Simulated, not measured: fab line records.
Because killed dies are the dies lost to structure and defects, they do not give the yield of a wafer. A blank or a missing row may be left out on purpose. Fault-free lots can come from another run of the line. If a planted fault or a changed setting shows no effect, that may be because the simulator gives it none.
8D (eight disciplines) problem report, filled in by code :: flow gf180mcu :: the parts of the form that need people (team, actions taken, sign-off) are left out

== 1. WHAT IS WRONG ==
Mean DUAL_GATE_OXIDATION_00_THK at GF_DUAL_GATE_THK_MEAS_03: 12.14 nm over 6 wafers in 2 lots; fault-free wafers: 10.83 nm, standard deviation 0.21. That puts it +6.2 standard deviations away from the usual mean.
First observed at day 10 14:44: wafer L750.1, on film_metro-02. At this step, 39 wafers from 13 lots have a number in the record. The rule behind "out" and "out of limits": a value lying over 4 standard deviations away from the usual mean. The other wafers with a number count as sound.

== 2. WHAT IT IS; WHAT IT IS NOT ==
question: which readings at this step
is: DUAL_GATE_OXIDATION_00_THK
is not: -

question: which lots
is: L750, L751
is not: L740, L741, L742, L744, L746, L747, L752, L753, L758, L762, L763

question: which wafers of those lots
is: all that have a number
is not: -

question: read on which gauges
is: film_metro-01, film_metro-02
is not: film_metro-04

question: when
is: from day 10 14:44
is not: up to then (18 sound wafers); but 15 sound wafers of L752, L753, L758, L762, L763 came after

== 3. SUSPECTS, AND WHAT RULES EACH OUT ==
Counting: any tool at a process step up to the reading is kept as a suspect provided that every lot that is out went through it and no sound lot did after the first of them.
- the gauge at GF_DUAL_GATE_THK_MEAS_03: ruled out. 2 gauges (film_metro-01, film_metro-02) read the wafers that are out.
- furnace-01 at GF_DUAL_GATE_OXIDATION_02 (stabilise 600 s, purge 300 s, target thk 10.887 nm): kept. All lots that are out passed through it, beginning with L750 at day 10 13:17, and no sound lot followed; its final sound lot before that point was L747 at day 9 12:23.
After counting, what remains is furnace-01 at GF_DUAL_GATE_OXIDATION_02.

== 4. THE CAUSE (what the simulator had put in) ==
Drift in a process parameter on furnace-01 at GF_DUAL_GATE_OXIDATION_02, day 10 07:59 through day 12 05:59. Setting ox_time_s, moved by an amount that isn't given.
After counting, this tool was the only one left.

== 5. THE CHAIN OF EFFECTS, in route order ==
Each row: a reading where the mean over the struck wafers with a number is more than 3 standard deviations away from the usual. Readings are gone through only where the record gives a usual standard deviation; hours: the median, over the lots, of the time from a lot's start at the first step in this table giving one to that lot's start at this step; sigmas: the change measured in usual standard deviations.
hours: 0
step: GF_DUAL_GATE_THK_MEAS_03
reading: DUAL_GATE_OXIDATION_00_THK
usual: 10.83 nm
on struck wafers: 12.14
change: +1.31
sigmas: +6.2
At these later measuring or inspecting steps, every struck wafer for which the step has a row has a number for every such reading, and none has moved that far: GF_SALICIDE_THK_MEAS_05.

== 6. HOW IT WOULD HAVE BEEN CAUGHT EARLIER ==
7 hours passed between the start of the fault at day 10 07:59 and the first reading out of limits at a measuring or inspecting step in this record, taken at day 10 14:44.
No tool reading at GF_DUAL_GATE_OXIDATION_02 that has a usual standard deviation in the record was out on any struck wafer, so an alarm limit of 4 standard deviations on those readings would not have fired.
Lots out: 2; of these, L751 started GF_DUAL_GATE_OXIDATION_02 on furnace-01 after day 10 14:44. A hold on the tool at that time would have spared it.
